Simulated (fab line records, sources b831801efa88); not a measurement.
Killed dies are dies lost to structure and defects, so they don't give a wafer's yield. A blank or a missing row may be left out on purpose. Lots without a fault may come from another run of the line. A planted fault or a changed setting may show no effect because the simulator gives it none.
A struck lot beside a sound one | flow sky130 | 14 steps out of a route of 708
Sound: wafers L122.1, L122.5, L122.6. Struck: wafers L115.2, L115.3, L115.4. The cause comes at the end.
At each step with rows: each side's tool, then ch and its chambers, then its first start. Under that, the readings that differ: sound wafers | struck wafers | difference of the means | sigmas: that difference in standard deviations of wafers without a fault.
alike: readings whose means differ by less than 2 such deviations, and words and numbers that are the same on both sides. not compared: withheld readings, readings that some wafer has no value for, bounds like >300 that may hide the same value, and numbers for which the record gives no deviation and whose values overlap.
The two part at a step that has a row with sigmas, a row that says differs or no value, or rows on one side only. Numbers that don't overlap but have no deviation are shown without sigmas and don't part them. A reading that every wafer of one side lacks parts them only if that side has two wafers or more.

SKY_SD_N_RS_MEAS_18: measures by four-point-probe.
  sound on film_metro-02, day 33 11:36; struck on film_metro-04, day 30 16:25
  reading               | sound             | struck            | difference | sigmas
  RES_XHIGH_RS (ohm/sq) | 332.5 332.6 331.7 | 335.4 334.8 335.6 | +3.0       | +2
then, 2 steps without rows for these wafers: SKY_SALICIDE_CLEAN_00 (cleans in HF-last, time 30 s); SKY_LI_CONTACT_HDPCVD_00 (deposits PSG, target thk 930 nm, time 155 s).
SKY_LI_CONTACT_THK_MEAS_01:
  sound on film_metro-01, day 33 11:50; struck on film_metro-01, day 30 16:38
  alike: LI_CONTACT_HDPCVD_THK
SKY_LI_CONTACT_CMP_02: polishes PSG.
  sound on cmp-02 ch 0,2,3, day 33 12:00; struck on cmp-01 ch 1,2,3, day 30 16:41
  alike: motor_current_A, slurry_filter_dp_kPa, time_to_endpoint_s
SKY_LI_CONTACT_BOW_MEAS_03:
  sound on film_metro-04, day 33 12:12; struck on film_metro-02, day 30 17:01
  reading             | sound    | struck   | difference | sigmas
  LI_CONTACT_BOW (um) | 41 39 47 | 48 58 72 | +17        | +3
then, 6 steps without rows for these wafers: SKY_LI_CONTACT_DEHYDRATE_04 (time 60 s); SKY_LI_CONTACT_HMDS_05 (prime time 60 s); SKY_LI_CONTACT_COAT_06 (resist thk 60 nm); SKY_LI_CONTACT_COAT_07 (resist thk 450 nm); SKY_LI_CONTACT_SOFTBAKE_08 (time 90 s); SKY_LI_CONTACT_EXPOSE_09 (exposes mask LICM1, target cd 170 nm).
SKY_LI_CONTACT_PEB_10:
  sound on litho_track-04 ch 0, day 34 13:00; struck on litho_track-01, day 31 19:00
  reading         | sound          | struck | difference                    | sigmas
  exhaust_pa (Pa) | 46.4 45.7 45.2 | - - -  | no value on the struck wafers |
  not compared: chill_plate_temp_C
then, 1 step without rows for these wafers: SKY_LI_CONTACT_DEVELOP_11 (develop time 60 s).

WHERE THEY PART
First at SKY_SD_N_RS_MEAS_18; last, within this record, at SKY_LI_CONTACT_PEB_10.

WHY: what the simulator had put in
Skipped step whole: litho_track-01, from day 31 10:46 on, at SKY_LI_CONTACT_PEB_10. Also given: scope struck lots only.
